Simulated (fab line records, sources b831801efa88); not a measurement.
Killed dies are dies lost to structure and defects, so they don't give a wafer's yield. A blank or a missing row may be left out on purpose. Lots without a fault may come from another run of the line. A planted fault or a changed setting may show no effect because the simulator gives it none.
A struck lot beside a sound one | flow sky130 | 14 steps out of a route of 708
Sound: wafers L874.1, L874.2, L874.3. Struck: wafers L878.1, L878.2, L878.5. The cause comes at the end.
At each step with rows: each side's tool, then ch and its chambers, then its first start. Under that, the readings that differ: sound wafers | struck wafers | difference of the means | sigmas: that difference in standard deviations of wafers without a fault.
alike: readings whose means differ by less than 2 such deviations, and words and numbers that are the same on both sides. not compared: withheld readings, readings that some wafer has no value for, bounds like >300 that may hide the same value, and numbers for which the record gives no deviation and whose values overlap.
The two part at a step that has a row with sigmas, a row that says differs or no value, or rows on one side only. Numbers that don't overlap but have no deviation are shown without sigmas and don't part them. A reading that every wafer of one side lacks parts them only if that side has two wafers or more.

first, 2 steps without rows for these wafers: SKY_VIA2_SPUTTER_20 (material TiN, target thk 20 nm, time 80 s); SKY_VIA2_CVD_21 (deposits W, target thk 420 nm, time 126.4 s).
SKY_VIA2_RS_MEAS_22: measures by four-point-probe.
  sound on film_metro-01, day 39 00:31; struck on film_metro-04, day 43 12:37
  alike: VIA2_W_RS
SKY_VIA2_THK_MEAS_23: measures by xrf.
  sound on film_metro-01, day 39 00:38; struck on film_metro-04, day 43 12:44
  alike: VIA2_W_THK
SKY_VIA2_CMP_24: polishes, stops on SiO2, t overpolish 20 s, target thk 0 nm.
  sound on cmp-02 ch 0,1,2, day 39 00:45; struck on cmp-02 ch 0,1,2, day 43 12:54
  alike: motor_current_A, overpolish_run_s, time_to_endpoint_s
SKY_METAL3_SPUTTER_00: material Ti, target thk 15 nm, time 10 s.
  sound on pvd_sputter-01, day 39 01:00; struck on pvd_sputter-01, day 43 13:06
  alike: cathode_dc_power_W, chamber_pressure_pa, throttle_valve_pct
SKY_METAL3_SPUTTER_01: material TiN, target thk 20 nm, time 16.7 s.
  sound on pvd_sputter-01, day 39 01:02; struck on pvd_sputter-01, day 43 13:07
  alike: cathode_dc_power_W, chamber_pressure_pa, throttle_valve_pct
then, 2 steps without rows for these wafers: SKY_METAL3_SPUTTER_02 (material AlCu, target thk 735 nm, time 39.1 s); SKY_METAL3_SPUTTER_03 (material Ti, target thk 5 nm, time 3.3 s).
SKY_METAL3_SPUTTER_04: material TiN, target thk 70 nm, time 58.3 s.
  sound on pvd_sputter-01, day 39 01:07; struck on pvd_sputter-01, day 43 13:13
  alike: cathode_dc_power_W, chamber_pressure_pa, throttle_valve_pct
SKY_CAPM_CVD_00: deposits SiO2, target thk 15.5 nm.
  sound on pecvd-02 ch 1,2, day 39 01:10; struck on pecvd-01 ch 0,1, day 43 13:16
  alike: heater_power_w
SKY_CAPM_THK_MEAS_01:
  sound on film_metro-04, day 39 01:11; struck on film_metro-01, day 43 13:17
  alike: CAPM_CVD_00_THK
SKY_CAPM_SPUTTER_02: material TiN, target thk 200 nm, time 166.7 s.
  sound on pvd_sputter-04, day 39 01:15; struck on pvd_sputter-02, day 43 13:20
  no value came back on the struck wafers for cathode_dc_power_W (W), chamber_pressure_pa (Pa), substrate_temp_c (C), throttle_valve_pct (%); on the sound wafers cathode_dc_power_W (W) reads 6501.4 6498.4 6498.2
SKY_CAPM_RS_MEAS_03: measures by four-point-probe.
  sound on film_metro-01, day 39 01:22; struck on film_metro-03, day 43 13:44
  reading              | sound          | struck | difference                    | sigmas
  CAPM_TIN_RS (ohm/sq) | 6.76 6.85 6.85 | - - -  | no value on the struck wafers |
  not compared: hold

WHERE THEY PART
First at SKY_CAPM_SPUTTER_02; last, within this record, at SKY_CAPM_RS_MEAS_03.

WHY: what the simulator had put in
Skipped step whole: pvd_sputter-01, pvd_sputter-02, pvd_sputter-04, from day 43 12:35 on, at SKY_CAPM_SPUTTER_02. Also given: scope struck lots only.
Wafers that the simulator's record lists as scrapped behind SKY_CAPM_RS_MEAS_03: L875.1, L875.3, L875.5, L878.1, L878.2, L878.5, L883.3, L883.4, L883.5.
